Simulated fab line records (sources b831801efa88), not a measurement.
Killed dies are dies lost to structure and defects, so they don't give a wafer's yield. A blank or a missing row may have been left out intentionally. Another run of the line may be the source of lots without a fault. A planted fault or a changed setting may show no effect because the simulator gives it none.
fab line records / flow gf180mcu
[record] lots = 13 wafers = 39 last-day = 32
route steps=602 shown HV_LDD@197 CONTACT@290 V2@399
lots with no fault: from the same line, run without faults
start-h: hours from the record's first day to the start of the lot's first wafer shown / wait-h: time in hours since the lot's previous step / " same as the row above / L1.1+2: a single row standing in for several wafers / - no value, or no start given / * or withheld: withheld / < > ~ a bound
route shown NAME@n: NAME is a module with steps in the file, n the number in the route of the first one / usual: mean and standard deviation over wafers with no fault / same: alike in all rows / chamber/n: place in a boat / sites: the reading at each site / _std_site: how widely they spread, as a standard deviation / _edge_site: the outer-site mean with the inner-site mean subtracted / radius-mm: how far each site lies from the wafer's centre / mask NAME#n: copy n / behind: the tool/chamber that last shaped the wafer / hold: why the lot was held/for how many hours/how that ended / device: transistor that didn't switch, given as n, p or np / end of line: tests run on the same wafers once the route is complete / for a step that has no rows: nothing shown but its recipe / killed: dies lost to structure and defects at the first sort, not the wafer's yield / map: dies across one wafer; x = killed, . = not, _ = none there
set.NAME: the setting the step ran with; set.NAME@STEP: the setting that earlier step ran with / model.NAME: the simulator's own value behind a step, which no gauge read
one table for each step of the route and one row for each wafer, over a sample of lots
services: from which hour (start-h, from the record's first day; less than 0 if before it) a tool's chamber was out of use, for how many hours, and why
[[steps]]
[step GF_HV_LDD_IMPLANT_21]
[recipe] species = BF2 energy-kev = 25 dose-cm2 = 5e+13 tilt-deg = 7
[usual] dose-ions-cm2 = 5e+13/5.7e+10 faraday-current-uA = 282/5.6
[same] implant-ion-amu = 49
lot.wafer=L202.1 tool=implanter-04 chamber=0 start-h=241.43 wait-h=0.0 dose-ions-cm2=4.999e+13 faraday-current-uA=274
lot.wafer=L202.5 tool=implanter-04 chamber=0 start-h=241.43 wait-h=0.0 dose-ions-cm2=4.996e+13 faraday-current-uA=277
lot.wafer=L202.6 tool=implanter-04 chamber=0 start-h=241.43 wait-h=0.0 dose-ions-cm2=4.992e+13 faraday-current-uA=293
lot.wafer=L204.2 tool=implanter-01 chamber=0 start-h=261.84 wait-h=0.0 dose-ions-cm2=4.996e+13 faraday-current-uA=282
lot.wafer=L204.3 tool=implanter-01 chamber=0 start-h=261.84 wait-h=0.0 dose-ions-cm2=4.998e+13 faraday-current-uA=276
lot.wafer=L204.5 tool=implanter-01 chamber=0 start-h=261.84 wait-h=0.0 dose-ions-cm2=5.003e+13 faraday-current-uA=293
lot.wafer=L203.2 tool=implanter-01 chamber=0 start-h=262.14 wait-h=0.0 dose-ions-cm2=5.009e+13 faraday-current-uA=289
lot.wafer=L203.5 tool=implanter-01 chamber=0 start-h=262.14 wait-h=0.0 dose-ions-cm2=4.99e+13 faraday-current-uA=289
lot.wafer=L203.6 tool=implanter-01 chamber=0 start-h=262.14 wait-h=0.0 dose-ions-cm2=4.995e+13 faraday-current-uA=282
lot.wafer=L205.2 tool=implanter-01 chamber=0 start-h=274.49 wait-h=0.0 dose-ions-cm2=5.006e+13 faraday-current-uA=282
lot.wafer=L205.4 tool=implanter-01 chamber=0 start-h=274.49 wait-h=0.0 dose-ions-cm2=5.002e+13 faraday-current-uA=287
lot.wafer=L205.6 tool=implanter-01 chamber=0 start-h=274.49 wait-h=0.0 dose-ions-cm2=5.007e+13 faraday-current-uA=289
lot.wafer=L206.2 tool=implanter-01 chamber=0 start-h=276.56 wait-h=0.0 dose-ions-cm2=4.998e+13 faraday-current-uA=274
lot.wafer=L206.3 tool=implanter-01 chamber=0 start-h=276.56 wait-h=0.0 dose-ions-cm2=5.01e+13 faraday-current-uA=287
lot.wafer=L206.4 tool=implanter-01 chamber=0 start-h=276.56 wait-h=0.0 dose-ions-cm2=5.003e+13 faraday-current-uA=277
lot.wafer=L207.2 tool=implanter-01 chamber=0 start-h=283.99 wait-h=0.0 dose-ions-cm2=4.993e+13 faraday-current-uA=292
lot.wafer=L207.5 tool=implanter-01 chamber=0 start-h=283.99 wait-h=0.0 dose-ions-cm2=4.994e+13 faraday-current-uA=277
lot.wafer=L207.6 tool=implanter-01 chamber=0 start-h=283.99 wait-h=0.0 dose-ions-cm2=5.002e+13 faraday-current-uA=283
lot.wafer=L209.1 tool=implanter-04 chamber=0 start-h=295.00 wait-h=0.0 dose-ions-cm2=5.005e+13 faraday-current-uA=272
lot.wafer=L209.2 tool=implanter-04 chamber=0 start-h=295.00 wait-h=0.0 dose-ions-cm2=5.005e+13 faraday-current-uA=288
lot.wafer=L209.3 tool=implanter-04 chamber=0 start-h=295.00 wait-h=0.0 dose-ions-cm2=5e+13 faraday-current-uA=290
lot.wafer=L210.1 tool=implanter-01 chamber=0 start-h=296.61 wait-h=0.0 dose-ions-cm2=4.994e+13 faraday-current-uA=281
lot.wafer=L210.2 tool=implanter-01 chamber=0 start-h=296.61 wait-h=0.0 dose-ions-cm2=5.001e+13 faraday-current-uA=283
lot.wafer=L210.4 tool=implanter-01 chamber=0 start-h=296.61 wait-h=0.0 dose-ions-cm2=4.999e+13 faraday-current-uA=280
lot.wafer=L214.1 tool=implanter-04 chamber=0 start-h=326.16 wait-h=0.0 dose-ions-cm2=5.009e+13 faraday-current-uA=272
lot.wafer=L214.2 tool=implanter-04 chamber=0 start-h=326.16 wait-h=0.0 dose-ions-cm2=5.004e+13 faraday-current-uA=279
lot.wafer=L214.6 tool=implanter-04 chamber=0 start-h=326.16 wait-h=0.0 dose-ions-cm2=5.003e+13 faraday-current-uA=281
lot.wafer=L215.2 tool=implanter-01 chamber=0 start-h=326.27 wait-h=0.0 dose-ions-cm2=5.003e+13 faraday-current-uA=282
lot.wafer=L215.4 tool=implanter-01 chamber=0 start-h=326.27 wait-h=0.0 dose-ions-cm2=5.001e+13 faraday-current-uA=283
lot.wafer=L215.5 tool=implanter-01 chamber=0 start-h=326.27 wait-h=0.0 dose-ions-cm2=4.996e+13 faraday-current-uA=284
lot.wafer=L216.1 tool=implanter-04 chamber=0 start-h=335.45 wait-h=0.0 dose-ions-cm2=5.002e+13 faraday-current-uA=276
lot.wafer=L216.2 tool=implanter-04 chamber=0 start-h=335.45 wait-h=0.0 dose-ions-cm2=5.004e+13 faraday-current-uA=281
lot.wafer=L216.3 tool=implanter-04 chamber=0 start-h=335.45 wait-h=0.0 dose-ions-cm2=5.004e+13 faraday-current-uA=280
lot.wafer=L217.4 tool=implanter-01 chamber=0 start-h=343.40 wait-h=0.1 dose-ions-cm2=3.919e+13 faraday-current-uA=222
lot.wafer=L217.5 tool=implanter-01 chamber=0 start-h=343.40 wait-h=0.1 dose-ions-cm2=3.929e+13 faraday-current-uA=230
lot.wafer=L217.6 tool=implanter-01 chamber=0 start-h=343.40 wait-h=0.1 dose-ions-cm2=3.924e+13 faraday-current-uA=220
lot.wafer=L218.4 tool=implanter-01 chamber=0 start-h=355.17 wait-h=0.1 dose-ions-cm2=3.926e+13 faraday-current-uA=224
lot.wafer=L218.5 tool=implanter-01 chamber=0 start-h=355.17 wait-h=0.1 dose-ions-cm2=3.922e+13 faraday-current-uA=225
lot.wafer=L218.6 tool=implanter-01 chamber=0 start-h=355.17 wait-h=0.1 dose-ions-cm2=3.918e+13 faraday-current-uA=219
[step GF_HV_LDD_TW_MEAS_23]
[usual] HV_LDD_2_TW = 1062/13
lot.wafer=L202.1 tool=film-metro-03 chamber=- start-h=241.68 wait-h=0.1 HV_LDD_2_TW=1049
lot.wafer=L202.5 tool=film-metro-03 chamber=- start-h=241.68 wait-h=0.1 HV_LDD_2_TW=1038
lot.wafer=L202.6 tool=film-metro-03 chamber=- start-h=241.68 wait-h=0.1 HV_LDD_2_TW=1048
lot.wafer=L204.2 tool=film-metro-02 chamber=- start-h=262.07 wait-h=0.1 HV_LDD_2_TW=1066
lot.wafer=L204.3 tool=film-metro-02 chamber=- start-h=262.07 wait-h=0.1 HV_LDD_2_TW=1070
lot.wafer=L204.5 tool=film-metro-02 chamber=- start-h=262.07 wait-h=0.1 HV_LDD_2_TW=1057
lot.wafer=L203.2 tool=film-metro-03 chamber=- start-h=262.37 wait-h=0.1 HV_LDD_2_TW=1053
lot.wafer=L203.5 tool=film-metro-03 chamber=- start-h=262.37 wait-h=0.1 HV_LDD_2_TW=1050
lot.wafer=L203.6 tool=film-metro-03 chamber=- start-h=262.37 wait-h=0.1 HV_LDD_2_TW=1047
lot.wafer=L205.2 tool=film-metro-02 chamber=- start-h=274.72 wait-h=0.1 HV_LDD_2_TW=1053
lot.wafer=L205.4 tool=film-metro-02 chamber=- start-h=274.72 wait-h=0.1 HV_LDD_2_TW=1051
lot.wafer=L205.6 tool=film-metro-02 chamber=- start-h=274.72 wait-h=0.1 HV_LDD_2_TW=1057
lot.wafer=L206.2 tool=film-metro-04 chamber=- start-h=276.80 wait-h=0.1 HV_LDD_2_TW=1081
lot.wafer=L206.3 tool=film-metro-04 chamber=- start-h=276.80 wait-h=0.1 HV_LDD_2_TW=1083
lot.wafer=L206.4 tool=film-metro-04 chamber=- start-h=276.80 wait-h=0.1 HV_LDD_2_TW=1079
lot.wafer=L207.2 tool=film-metro-02 chamber=- start-h=284.22 wait-h=0.1 HV_LDD_2_TW=1053
lot.wafer=L207.5 tool=film-metro-02 chamber=- start-h=284.22 wait-h=0.1 HV_LDD_2_TW=1053
lot.wafer=L207.6 tool=film-metro-02 chamber=- start-h=284.22 wait-h=0.1 HV_LDD_2_TW=1052
lot.wafer=L209.1 tool=film-metro-02 chamber=- start-h=295.25 wait-h=0.1 HV_LDD_2_TW=1062
lot.wafer=L209.2 tool=film-metro-02 chamber=- start-h=295.25 wait-h=0.1 HV_LDD_2_TW=1060
lot.wafer=L209.3 tool=film-metro-02 chamber=- start-h=295.25 wait-h=0.1 HV_LDD_2_TW=1061
lot.wafer=L210.1 tool=film-metro-04 chamber=- start-h=296.86 wait-h=0.1 HV_LDD_2_TW=1081
lot.wafer=L210.2 tool=film-metro-04 chamber=- start-h=296.86 wait-h=0.1 HV_LDD_2_TW=1084
lot.wafer=L210.4 tool=film-metro-04 chamber=- start-h=296.86 wait-h=0.1 HV_LDD_2_TW=1078
lot.wafer=L214.1 tool=film-metro-04 chamber=- start-h=326.41 wait-h=0.1 HV_LDD_2_TW=1080
lot.wafer=L214.2 tool=film-metro-04 chamber=- start-h=326.41 wait-h=0.1 HV_LDD_2_TW=1074
lot.wafer=L214.6 tool=film-metro-04 chamber=- start-h=326.41 wait-h=0.1 HV_LDD_2_TW=1082
lot.wafer=L215.2 tool=film-metro-02 chamber=- start-h=326.51 wait-h=0.1 HV_LDD_2_TW=1060
lot.wafer=L215.4 tool=film-metro-02 chamber=- start-h=326.51 wait-h=0.1 HV_LDD_2_TW=1057
lot.wafer=L215.5 tool=film-metro-02 chamber=- start-h=326.51 wait-h=0.1 HV_LDD_2_TW=1054
lot.wafer=L216.1 tool=film-metro-02 chamber=- start-h=335.70 wait-h=0.1 HV_LDD_2_TW=1064
lot.wafer=L216.2 tool=film-metro-02 chamber=- start-h=335.70 wait-h=0.1 HV_LDD_2_TW=1058
lot.wafer=L216.3 tool=film-metro-02 chamber=- start-h=335.70 wait-h=0.1 HV_LDD_2_TW=1061
lot.wafer=L217.4 tool=film-metro-02 chamber=- start-h=343.61 wait-h=0.1 HV_LDD_2_TW=980
lot.wafer=L217.5 tool=film-metro-02 chamber=- start-h=343.61 wait-h=0.1 HV_LDD_2_TW=975
lot.wafer=L217.6 tool=film-metro-02 chamber=- start-h=343.61 wait-h=0.1 HV_LDD_2_TW=981
lot.wafer=L218.4 tool=film-metro-03 chamber=- start-h=355.38 wait-h=0.1 HV_LDD_2_TW=976
lot.wafer=L218.5 tool=film-metro-03 chamber=- start-h=355.38 wait-h=0.1 HV_LDD_2_TW=978
lot.wafer=L218.6 tool=film-metro-03 chamber=- start-h=355.38 wait-h=0.1 HV_LDD_2_TW=976
[step GF_CONTACT_THK_MEAS_03]
[recipe] reads = SiO2_of_CONTACT_CVD_02
[usual] CONTACT_CVD_02_THK = 862/11
lot.wafer=L202.1 tool=film-metro-04 chamber=- start-h=331.21 wait-h=0.0 CONTACT_CVD_02_THK[nm]=849
lot.wafer=L202.5 tool=film-metro-04 chamber=- start-h=331.21 wait-h=0.0 CONTACT_CVD_02_THK[nm]=854
lot.wafer=L202.6 tool=film-metro-04 chamber=- start-h=331.21 wait-h=0.0 CONTACT_CVD_02_THK[nm]=875
lot.wafer=L204.2 tool=film-metro-03 chamber=- start-h=356.28 wait-h=0.0 CONTACT_CVD_02_THK[nm]=855
lot.wafer=L204.3 tool=film-metro-03 chamber=- start-h=356.28 wait-h=0.0 CONTACT_CVD_02_THK[nm]=854
lot.wafer=L204.5 tool=film-metro-03 chamber=- start-h=356.28 wait-h=0.0 CONTACT_CVD_02_THK[nm]=881
lot.wafer=L203.2 tool=film-metro-02 chamber=- start-h=357.03 wait-h=0.0 CONTACT_CVD_02_THK[nm]=853
lot.wafer=L203.5 tool=film-metro-02 chamber=- start-h=357.03 wait-h=0.0 CONTACT_CVD_02_THK[nm]=865
lot.wafer=L203.6 tool=film-metro-02 chamber=- start-h=357.03 wait-h=0.0 CONTACT_CVD_02_THK[nm]=864
lot.wafer=L205.2 tool=film-metro-03 chamber=- start-h=368.55 wait-h=0.0 CONTACT_CVD_02_THK[nm]=849
lot.wafer=L205.4 tool=film-metro-03 chamber=- start-h=368.55 wait-h=0.0 CONTACT_CVD_02_THK[nm]=871
lot.wafer=L205.6 tool=film-metro-03 chamber=- start-h=368.55 wait-h=0.0 CONTACT_CVD_02_THK[nm]=861
lot.wafer=L206.2 tool=film-metro-04 chamber=- start-h=374.66 wait-h=0.0 CONTACT_CVD_02_THK[nm]=861
lot.wafer=L206.3 tool=film-metro-04 chamber=- start-h=374.66 wait-h=0.0 CONTACT_CVD_02_THK[nm]=867
lot.wafer=L206.4 tool=film-metro-04 chamber=- start-h=374.66 wait-h=0.0 CONTACT_CVD_02_THK[nm]=879
lot.wafer=L207.2 tool=film-metro-04 chamber=- start-h=381.15 wait-h=0.0 CONTACT_CVD_02_THK[nm]=871
lot.wafer=L207.5 tool=film-metro-04 chamber=- start-h=381.15 wait-h=0.0 CONTACT_CVD_02_THK[nm]=881
lot.wafer=L207.6 tool=film-metro-04 chamber=- start-h=381.15 wait-h=0.0 CONTACT_CVD_02_THK[nm]=882
lot.wafer=L209.1 tool=film-metro-04 chamber=- start-h=402.37 wait-h=0.0 CONTACT_CVD_02_THK[nm]=865
lot.wafer=L209.2 tool=film-metro-04 chamber=- start-h=402.37 wait-h=0.0 CONTACT_CVD_02_THK[nm]=857
lot.wafer=L209.3 tool=film-metro-04 chamber=- start-h=402.37 wait-h=0.0 CONTACT_CVD_02_THK[nm]=865
lot.wafer=L210.1 tool=film-metro-03 chamber=- start-h=403.13 wait-h=0.1 CONTACT_CVD_02_THK[nm]=851
lot.wafer=L210.2 tool=film-metro-03 chamber=- start-h=403.13 wait-h=0.1 CONTACT_CVD_02_THK[nm]=834
lot.wafer=L210.4 tool=film-metro-03 chamber=- start-h=403.13 wait-h=0.1 CONTACT_CVD_02_THK[nm]=848
lot.wafer=L214.1 tool=film-metro-02 chamber=- start-h=447.36 wait-h=0.0 CONTACT_CVD_02_THK[nm]=854
lot.wafer=L214.2 tool=film-metro-02 chamber=- start-h=447.36 wait-h=0.0 CONTACT_CVD_02_THK[nm]=856
lot.wafer=L214.6 tool=film-metro-02 chamber=- start-h=447.36 wait-h=0.0 CONTACT_CVD_02_THK[nm]=865
lot.wafer=L215.2 tool=film-metro-03 chamber=- start-h=448.90 wait-h=0.0 CONTACT_CVD_02_THK[nm]=859
lot.wafer=L215.4 tool=film-metro-03 chamber=- start-h=448.90 wait-h=0.0 CONTACT_CVD_02_THK[nm]=865
lot.wafer=L215.5 tool=film-metro-03 chamber=- start-h=448.90 wait-h=0.0 CONTACT_CVD_02_THK[nm]=863
lot.wafer=L216.1 tool=film-metro-04 chamber=- start-h=457.30 wait-h=0.0 CONTACT_CVD_02_THK[nm]=851
lot.wafer=L216.2 tool=film-metro-04 chamber=- start-h=457.30 wait-h=0.0 CONTACT_CVD_02_THK[nm]=857
lot.wafer=L216.3 tool=film-metro-04 chamber=- start-h=457.30 wait-h=0.0 CONTACT_CVD_02_THK[nm]=856
lot.wafer=L217.4 tool=film-metro-02 chamber=- start-h=463.59 wait-h=0.0 CONTACT_CVD_02_THK[nm]=870
lot.wafer=L217.5 tool=film-metro-02 chamber=- start-h=463.59 wait-h=0.0 CONTACT_CVD_02_THK[nm]=867
lot.wafer=L217.6 tool=film-metro-02 chamber=- start-h=463.59 wait-h=0.0 CONTACT_CVD_02_THK[nm]=869
lot.wafer=L218.4 tool=film-metro-04 chamber=- start-h=476.84 wait-h=0.0 CONTACT_CVD_02_THK[nm]=862
lot.wafer=L218.5 tool=film-metro-04 chamber=- start-h=476.84 wait-h=0.0 CONTACT_CVD_02_THK[nm]=857
lot.wafer=L218.6 tool=film-metro-04 chamber=- start-h=476.84 wait-h=0.0 CONTACT_CVD_02_THK[nm]=862
[step GF_V2_ETCH_17]
[recipe] chemistry = C4F8/O2/Ar mask-material = KrF target = SiO2 stop-on = TiN source-w = 1500 bias-w = 1200 pressure-mtorr = 40 c4f8-flow-sccm = withheld O2_flow_sccm = 6 Ar_flow_sccm = 300 time-s = withheld target-depth-a = 6300
[usual] oes-product-au = 0.855/0.0044
lot.wafer=L202.1 tool=rie-diel-03 chamber=2 start-h=- wait-h=- oes-product-au=0.862
lot.wafer=L202.5 tool=rie-diel-03 chamber=0 start-h=- wait-h=- oes-product-au=0.853
lot.wafer=L202.6 tool=rie-diel-03 chamber=1 start-h=- wait-h=- oes-product-au=0.863
lot.wafer=L204.2 tool=rie-diel-01 chamber=2 start-h=- wait-h=- oes-product-au=0.856
lot.wafer=L204.3 tool=rie-diel-01 chamber=1 start-h=- wait-h=- oes-product-au=0.856
lot.wafer=L204.5 tool=rie-diel-01 chamber=3 start-h=- wait-h=- oes-product-au=0.855
lot.wafer=L203.2 tool=rie-diel-03 chamber=1 start-h=- wait-h=- oes-product-au=0.849
lot.wafer=L203.5 tool=rie-diel-03 chamber=2 start-h=- wait-h=- oes-product-au=0.859
lot.wafer=L203.6 tool=rie-diel-03 chamber=1 start-h=- wait-h=- oes-product-au=0.849
lot.wafer=L205.2 tool=rie-diel-01 chamber=2 start-h=- wait-h=- oes-product-au=0.854
lot.wafer=L205.4 tool=rie-diel-01 chamber=1 start-h=- wait-h=- oes-product-au=0.857
lot.wafer=L205.6 tool=rie-diel-01 chamber=1 start-h=- wait-h=- oes-product-au=0.849
lot.wafer=L206.2 tool=rie-diel-01 chamber=1 start-h=- wait-h=- oes-product-au=0.859
lot.wafer=L206.3 tool=rie-diel-01 chamber=2 start-h=- wait-h=- oes-product-au=0.854
lot.wafer=L206.4 tool=rie-diel-01 chamber=3 start-h=- wait-h=- oes-product-au=0.849
lot.wafer=L207.2 tool=rie-diel-02 chamber=2 start-h=- wait-h=- oes-product-au=0.854
lot.wafer=L207.5 tool=rie-diel-02 chamber=0 start-h=- wait-h=- oes-product-au=0.847
lot.wafer=L207.6 tool=rie-diel-02 chamber=1 start-h=- wait-h=- oes-product-au=0.864
lot.wafer=L209.1 tool=rie-diel-02 chamber=0 start-h=- wait-h=- oes-product-au=0.862
lot.wafer=L209.2 tool=rie-diel-02 chamber=2 start-h=- wait-h=- oes-product-au=0.851
lot.wafer=L209.3 tool=rie-diel-02 chamber=1 start-h=- wait-h=- oes-product-au=0.855
lot.wafer=L210.1 tool=rie-diel-03 chamber=1 start-h=- wait-h=- oes-product-au=0.858
lot.wafer=L210.2 tool=rie-diel-03 chamber=2 start-h=- wait-h=- oes-product-au=0.849
lot.wafer=L210.4 tool=rie-diel-03 chamber=2 start-h=- wait-h=- oes-product-au=0.854
lot.wafer=L214.1 tool=rie-diel-01 chamber=2 start-h=- wait-h=- oes-product-au=0.861
lot.wafer=L214.2 tool=rie-diel-01 chamber=0 start-h=- wait-h=- oes-product-au=0.856
lot.wafer=L214.6 tool=rie-diel-01 chamber=2 start-h=- wait-h=- oes-product-au=0.856
lot.wafer=L215.2 tool=rie-diel-02 chamber=0 start-h=- wait-h=- oes-product-au=0.858
lot.wafer=L215.4 tool=rie-diel-02 chamber=1 start-h=- wait-h=- oes-product-au=0.860
lot.wafer=L215.5 tool=rie-diel-02 chamber=2 start-h=- wait-h=- oes-product-au=0.857
lot.wafer=L216.1 tool=rie-diel-02 chamber=1 start-h=- wait-h=- oes-product-au=0.857
lot.wafer=L216.2 tool=rie-diel-02 chamber=2 start-h=- wait-h=- oes-product-au=0.856
lot.wafer=L216.3 tool=rie-diel-02 chamber=3 start-h=- wait-h=- oes-product-au=0.848
lot.wafer=L217.4 tool=rie-diel-02 chamber=0 start-h=- wait-h=- oes-product-au=0.860
lot.wafer=L217.5 tool=rie-diel-02 chamber=1 start-h=- wait-h=- oes-product-au=0.854
lot.wafer=L217.6 tool=rie-diel-02 chamber=2 start-h=- wait-h=- oes-product-au=0.855
lot.wafer=L218.4 tool=rie-diel-01 chamber=3 start-h=- wait-h=- oes-product-au=0.849
lot.wafer=L218.5 tool=rie-diel-01 chamber=3 start-h=- wait-h=- oes-product-au=0.852
lot.wafer=L218.6 tool=rie-diel-01 chamber=2 start-h=- wait-h=- oes-product-au=0.859
[step GF_V2_SPUTTER_21]
[recipe] material = Ti target-thk-nm = 15 chamber-pressure-pa = 5 power-w = 2500 substrate-temp-c = 200 time-s = 80.02
[usual] throttle-valve-pct = 30.4/0.86
lot.wafer=L202.1 tool=pvd-sputter-02 chamber=- start-h=452.08 wait-h=0.0 throttle-valve-pct=30.6
lot.wafer=L202.5 tool=pvd-sputter-02 chamber=- start-h=452.08 wait-h=0.0 throttle-valve-pct=28.1
lot.wafer=L202.6 tool=pvd-sputter-02 chamber=- start-h=452.08 wait-h=0.0 throttle-valve-pct=30.1
lot.wafer=L204.2 tool=pvd-sputter-04 chamber=- start-h=481.19 wait-h=0.0 throttle-valve-pct=28.8
lot.wafer=L204.3 tool=pvd-sputter-04 chamber=- start-h=481.19 wait-h=0.0 throttle-valve-pct=30.8
lot.wafer=L204.5 tool=pvd-sputter-04 chamber=- start-h=481.19 wait-h=0.0 throttle-valve-pct=29.2
lot.wafer=L203.2 tool=pvd-sputter-02 chamber=- start-h=483.66 wait-h=0.0 throttle-valve-pct=31.1
lot.wafer=L203.5 tool=pvd-sputter-02 chamber=- start-h=483.66 wait-h=0.0 throttle-valve-pct=28.2
lot.wafer=L203.6 tool=pvd-sputter-02 chamber=- start-h=483.66 wait-h=0.0 throttle-valve-pct=30.8
lot.wafer=L205.2 tool=pvd-sputter-01 chamber=- start-h=492.32 wait-h=0.0 throttle-valve-pct=30.2
lot.wafer=L205.4 tool=pvd-sputter-01 chamber=- start-h=492.32 wait-h=0.0 throttle-valve-pct=31.2
lot.wafer=L205.6 tool=pvd-sputter-01 chamber=- start-h=492.32 wait-h=0.0 throttle-valve-pct=31.1
lot.wafer=L206.2 tool=pvd-sputter-04 chamber=- start-h=498.73 wait-h=0.0 throttle-valve-pct=30.8
lot.wafer=L206.3 tool=pvd-sputter-04 chamber=- start-h=498.73 wait-h=0.0 throttle-valve-pct=29.0
lot.wafer=L206.4 tool=pvd-sputter-04 chamber=- start-h=498.73 wait-h=0.0 throttle-valve-pct=30.1
lot.wafer=L207.2 tool=pvd-sputter-04 chamber=- start-h=506.54 wait-h=0.0 throttle-valve-pct=30.8
lot.wafer=L207.5 tool=pvd-sputter-04 chamber=- start-h=506.54 wait-h=0.0 throttle-valve-pct=28.7
lot.wafer=L207.6 tool=pvd-sputter-04 chamber=- start-h=506.54 wait-h=0.0 throttle-valve-pct=30.0
lot.wafer=L209.1 tool=pvd-sputter-02 chamber=- start-h=529.56 wait-h=0.0 throttle-valve-pct=30.4
lot.wafer=L209.2 tool=pvd-sputter-02 chamber=- start-h=529.56 wait-h=0.0 throttle-valve-pct=28.5
lot.wafer=L209.3 tool=pvd-sputter-02 chamber=- start-h=529.56 wait-h=0.0 throttle-valve-pct=29.4
lot.wafer=L210.1 tool=pvd-sputter-04 chamber=- start-h=530.22 wait-h=0.0 throttle-valve-pct=30.7
lot.wafer=L210.2 tool=pvd-sputter-04 chamber=- start-h=530.22 wait-h=0.0 throttle-valve-pct=29.8
lot.wafer=L210.4 tool=pvd-sputter-04 chamber=- start-h=530.22 wait-h=0.0 throttle-valve-pct=31.0
lot.wafer=L214.1 tool=pvd-sputter-01 chamber=- start-h=570.74 wait-h=0.0 throttle-valve-pct=30.0
lot.wafer=L214.2 tool=pvd-sputter-01 chamber=- start-h=570.74 wait-h=0.0 throttle-valve-pct=30.8
lot.wafer=L214.6 tool=pvd-sputter-01 chamber=- start-h=570.74 wait-h=0.0 throttle-valve-pct=30.6
lot.wafer=L215.2 tool=pvd-sputter-04 chamber=- start-h=572.41 wait-h=0.0 throttle-valve-pct=28.8
lot.wafer=L215.4 tool=pvd-sputter-04 chamber=- start-h=572.41 wait-h=0.0 throttle-valve-pct=30.1
lot.wafer=L215.5 tool=pvd-sputter-04 chamber=- start-h=572.41 wait-h=0.0 throttle-valve-pct=30.0
lot.wafer=L216.1 tool=pvd-sputter-01 chamber=- start-h=583.04 wait-h=0.0 throttle-valve-pct=31.2
lot.wafer=L216.2 tool=pvd-sputter-01 chamber=- start-h=583.04 wait-h=0.0 throttle-valve-pct=31.0
lot.wafer=L216.3 tool=pvd-sputter-01 chamber=- start-h=583.04 wait-h=0.0 throttle-valve-pct=29.7
lot.wafer=L217.4 tool=pvd-sputter-01 chamber=- start-h=588.36 wait-h=0.0 throttle-valve-pct=31.2
lot.wafer=L217.5 tool=pvd-sputter-01 chamber=- start-h=588.36 wait-h=0.0 throttle-valve-pct=29.7
lot.wafer=L217.6 tool=pvd-sputter-01 chamber=- start-h=588.36 wait-h=0.0 throttle-valve-pct=30.8
lot.wafer=L218.4 tool=pvd-sputter-04 chamber=- start-h=600.91 wait-h=0.0 throttle-valve-pct=28.5
lot.wafer=L218.5 tool=pvd-sputter-04 chamber=- start-h=600.91 wait-h=0.0 throttle-valve-pct=30.8
lot.wafer=L218.6 tool=pvd-sputter-04 chamber=- start-h=600.91 wait-h=0.0 throttle-valve-pct=30.9
[[services]]
tool=implanter-01 chamber=- start-h=250.57 hours=2.4 kind=repair
tool=rie-diel-01 chamber=1 start-h=253.17 hours=9.4 kind=repair
tool=implanter-01 chamber=- start-h=265.69 hours=2.3 kind=repair
tool=rie-diel-01 chamber=1 start-h=281.68 hours=7.1 kind=repair
tool=rie-diel-02 chamber=2 start-h=294.94 hours=5.6 kind=repair
tool=pvd-sputter-01 chamber=- start-h=298.88 hours=57.1 kind=repair
tool=rie-diel-02 chamber=2 start-h=334.39 hours=3.8 kind=repair
tool=rie-diel-01 chamber=1 start-h=339.12 hours=6.6 kind=repair
tool=implanter-04 chamber=- start-h=343.01 hours=1.1 kind=repair
tool=rie-diel-02 chamber=2 start-h=345.50 hours=5.2 kind=repair
tool=implanter-04 chamber=- start-h=373.64 hours=1.1 kind=repair
tool=implanter-01 chamber=- start-h=377.53 hours=3.8 kind=pm
tool=rie-diel-01 chamber=2 start-h=394.85 hours=3.2 kind=repair
tool=pvd-sputter-01 chamber=- start-h=395.65 hours=5.0 kind=repair
tool=implanter-04 chamber=- start-h=395.91 hours=2.2 kind=repair
tool=rie-diel-02 chamber=- start-h=443.26 hours=2.8 kind=pm
tool=rie-diel-02 chamber=2 start-h=453.74 hours=8.9 kind=repair
tool=implanter-01 chamber=- start-h=483.79 hours=5.9 kind=repair
tool=implanter-01 chamber=- start-h=505.46 hours=2.4 kind=repair
tool=rie-diel-02 chamber=0 start-h=507.74 hours=6.0 kind=repair
tool=rie-diel-02 chamber=2 start-h=560.54 hours=7.9 kind=repair
tool=rie-diel-02 chamber=- start-h=561.38 hours=0.4 kind=repair
tool=implanter-01 chamber=- start-h=586.14 hours=1.7 kind=pm
tool=rie-diel-02 chamber=3 start-h=586.48 hours=3.8 kind=repair
[[key]]
[first-sign] step = GF_HV_LDD_IMPLANT_21 reading = dose-ions-cm2 direction = down sigmas = 99+ usual = 5e+13 struck = 3.923e+13
[effect] step = GF_HV_LDD_IMPLANT_21 reading = faraday-current-uA direction = down sigmas = 10 usual = 282 struck = 223
[effect] step = GF_HV_LDD_TW_MEAS_23 reading = HV_LDD_2_TW direction = down sigmas = 6.4 usual = 1062 struck = 978
met-at GF_HV_LDD_IMPLANT_21
struck-lots L217,L218
tester-left-out L217,L218
not-acting-at GF_CONTACT_THK_MEAS_03,GF_V2_ETCH_17,GF_V2_SPUTTER_21
onset-between 326.27 343.40
[fault] kind = process-parameter-drift tool = implanter-01 chamber = - onset-h = 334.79 steps = GF_HV_LDD_IMPLANT_21 channel = dose-cm2 offset = -1.0748e+13 shape = step end-h = 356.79 acts-in = these-recipes-only stated = 5e+13
// tester-left-out: of these lots the tester's yield and bins aren't shown, on N5 and GAA mostly nor the transistor test; their killed dies are dies lost to structure and defects alone, not to doping, threshold or leakage, so they don't give the yield
